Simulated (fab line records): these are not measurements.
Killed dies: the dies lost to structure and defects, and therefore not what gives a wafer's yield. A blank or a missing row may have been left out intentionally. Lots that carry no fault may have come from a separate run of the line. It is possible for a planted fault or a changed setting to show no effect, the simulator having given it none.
Split-lot experiment    flow gf180mcu    23 wafers read across 5 lots, on a route 602 steps long

ABOUT THE SPLIT
At GF_NSD_IMPLANT_10, the setting energy_kev was moved away from the recipe's 40 on 8 of the 23 wafers read, by +3.7% to +6.7%. All remaining wafers had this setting at the recipe value.

The reading comes from the split's own step.

THE READING
In nm, at GF_NSD_IMPLANT_10: implant.drp_nm, which is the simulator's own figure and was read by no gauge. The file gives no usual value for it.

wafer   tool, chamber at the split  energy_kev as run  against the recipe  implant.drp_nm, nm  against lot-mates on the recipe
L074.1  implanter-03, 0             41.48              +3.7%               21.82               +0.66
L074.2  implanter-03, 0             41.48              +3.7%               21.82               +0.66
L074.3  implanter-03, 0             41.48              +3.7%               21.82               +0.66
L074.5  implanter-03, 0             40                 recipe              21.16               -
L074.6  implanter-03, 0             40                 recipe              21.16               -
L077.2  implanter-02, 0             42.67              +6.7%               22.35               +1.19
L077.3  implanter-02, 0             42.67              +6.7%               22.35               +1.19
L077.4  implanter-02, 0             40                 recipe              21.16               -
L077.5  implanter-02, 0             40                 recipe              21.16               -
L077.6  implanter-02, 0             40                 recipe              21.16               -
L079.1  implanter-02, 0             40                 recipe              21.16               -
L079.2  implanter-02, 0             40                 recipe              21.16               -
L079.3  implanter-02, 0             40                 recipe              21.16               -
L079.4  implanter-02, 0             40                 recipe              21.16               -
L079.5  implanter-02, 0             40                 recipe              21.16               -
L080.1  implanter-02, 0             40                 recipe              21.16               -
L080.2  implanter-02, 0             40                 recipe              21.16               -
L080.3  implanter-02, 0             41.97              +4.9%               22.04               +0.88
L080.4  implanter-02, 0             41.97              +4.9%               22.04               +0.88
L080.6  implanter-02, 0             41.97              +4.9%               22.04               +0.88
L082.1  implanter-03, 0             40                 recipe              21.16               -
L082.3  implanter-03, 0             40                 recipe              21.16               -
L082.5  implanter-03, 0             40                 recipe              21.16               -

THE FIT
A straight line over all 23 wafers: implant.drp_nm changes by +0.178 nm for each +1% of energy_kev; r = +1.00; the points scatter about the line by 0.00056 nm.
The same after taking each lot's own level away (the mean of its wafers on the recipe; 23 wafers): +0.178 nm for each +1%; r = +1.00; scatter 0.00056 nm.
That fit puts the effect of the largest move of energy_kev on the reading at 1.2 nm.
The lots' own levels span 21.160 to 21.160 nm.
The two slopes are in agreement: the lot-to-lot level therefore moves the slope only a little.
Check: for one of the wafers moved furthest among these (+6.7%), held out of the fit, the line's prediction against its lot-mates is +1.19 nm. Against them it came out at +1.19 nm.

OTHER SPLITS ON THESE WAFERS
These wafers also went through other splits before the reading. Each is held against what the fit with the lots' levels taken away leaves over:
other split on the same wafers    wafers away from the commonest value  r with implant.drp_nm (lot level and that fit taken away)
GF_DUAL_GATE_OXIDATION_15 temp_c  15                                    +0.49
GF_POLY_GATE_ETCH_13 bias_w       7                                     +0.34
GF_HV_LDD_EXPOSE_04 dose_mj       7                                     +0.24
GF_HV_LDD_STRIP_22 platen_temp_c  6                                     -0.10
GF_HV_LDD_DEVELOP_30 dev_temp_c   8                                     -0.29
GF_HV_LDD_CVD_54 target_thk_nm    18                                    -0.71
GF_NSD_COAT_02 spin_rpm           6                                     +0.33

THE WHOLE CHAIN: every reading that the file lists as answering this split, in the file's order
step               what it does     reading                                                          change (the file's fit)                                                            r (the file's)
GF_NSD_IMPLANT_10                   implant.rp_nm (the simulator's own value, which no gauge read)   +0.479 nm for each +1% of the setting                                              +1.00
GF_NSD_IMPLANT_10                   implant.drp_nm (the simulator's own value, which no gauge read)  +0.179 nm for each +1% of the setting                                              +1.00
GF_NSD_STRIP_11    strips in O2/N2  strip_time_to_endpoint_s                                         withheld for each +1% of the setting, in a fit together with spin_rpm@NSD_COAT_02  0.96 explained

FILE'S OWN FIT
implant.drp_nm changes by +0.179 nm for each +1% of energy_kev, r = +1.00.
